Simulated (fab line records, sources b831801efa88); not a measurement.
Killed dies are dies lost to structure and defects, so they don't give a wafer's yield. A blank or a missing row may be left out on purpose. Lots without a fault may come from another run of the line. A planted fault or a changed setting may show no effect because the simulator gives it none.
A struck lot beside a sound one | flow gf180mcu | 14 steps out of a route of 602
Sound: wafers L802.2, L802.4, L802.5. Struck: wafers L789.4, L789.5, L789.6. The cause comes at the end.
At each step with rows: each side's tool, then ch and its chambers, then its first start. Under that, the readings that differ: sound wafers | struck wafers | difference of the means | sigmas: that difference in standard deviations of wafers without a fault.
alike: readings whose means differ by less than 2 such deviations, and words and numbers that are the same on both sides. not compared: withheld readings, readings that some wafer has no value for, bounds like >300 that may hide the same value, and numbers for which the record gives no deviation and whose values overlap.
The two part at a step that has a row with sigmas, a row that says differs or no value, or rows on one side only. Numbers that don't overlap but have no deviation are shown without sigmas and don't part them. A reading that every wafer of one side lacks parts them only if that side has two wafers or more.

first, 1 step without rows for these wafers: GF_HV_LDD_DEVELOP_06 (develop time 60 s).
GF_HV_LDD_CD_MEAS_07: target cd 400 nm.
  sound on cd_sem-01, day 16 16:04; struck on cd_sem-01, day 12 13:05
  alike: cd_nm
GF_HV_LDD_OVL_MEAS_08:
  sound on overlay-01, day 16 16:11; struck on overlay-01, day 12 13:10
  alike: HV_LDD_OVL
then, 1 step without rows for these wafers: GF_HV_LDD_IMPLANT_09.
GF_HV_LDD_STRIP_10: strips in O2/N2.
  sound on plasma_asher-03 ch 0,1, day 16 16:22; struck on plasma_asher-04 ch 0,1, day 12 13:22
  alike: drypump_motor_current_A, heater_power_w, oes_product_au, strip_time_to_endpoint_s
  not compared: rf_hours_counter_h
GF_HV_LDD_TW_MEAS_11:
  sound on film_metro-03, day 16 16:28; struck on film_metro-04, day 12 13:28
  alike: HV_LDD_TW
then, 6 steps without rows for these wafers: GF_HV_LDD_DEHYDRATE_12 (time 60 s); GF_HV_LDD_HMDS_13 (prime time 60 s); GF_HV_LDD_COAT_14 (resist thk 1000 nm); GF_HV_LDD_SOFTBAKE_15 (time 60 s); GF_HV_LDD_EXPOSE_16 (exposes mask Pplus LV AREA, target cd 400 nm); GF_HV_LDD_PEB_17.
GF_HV_LDD_DEVELOP_18: develop time 60 s.
  sound on litho_track-03 ch 0, day 17 14:10; struck on litho_track-01, day 13 08:58
  no value came back on the struck wafers for chill_plate_temp_C (C), develop_time_s (s), developer_temp_C (C), resist_line_temp_C (C); on the sound wafers chill_plate_temp_C (C) reads 22.84 22.92 23.11
GF_HV_LDD_CD_MEAS_19: target cd 400 nm.
  sound on cd_sem-01, day 17 14:19; struck on cd_sem-02, day 13 09:05
  reading    | sound             | struck | difference                    | sigmas
  cd_nm (nm) | 399.8 401.9 403.2 | - - -  | no value on the struck wafers |

WHERE THEY PART
First at GF_HV_LDD_DEVELOP_18; last, within this record, at GF_HV_LDD_CD_MEAS_19.

WHY: what the simulator had put in
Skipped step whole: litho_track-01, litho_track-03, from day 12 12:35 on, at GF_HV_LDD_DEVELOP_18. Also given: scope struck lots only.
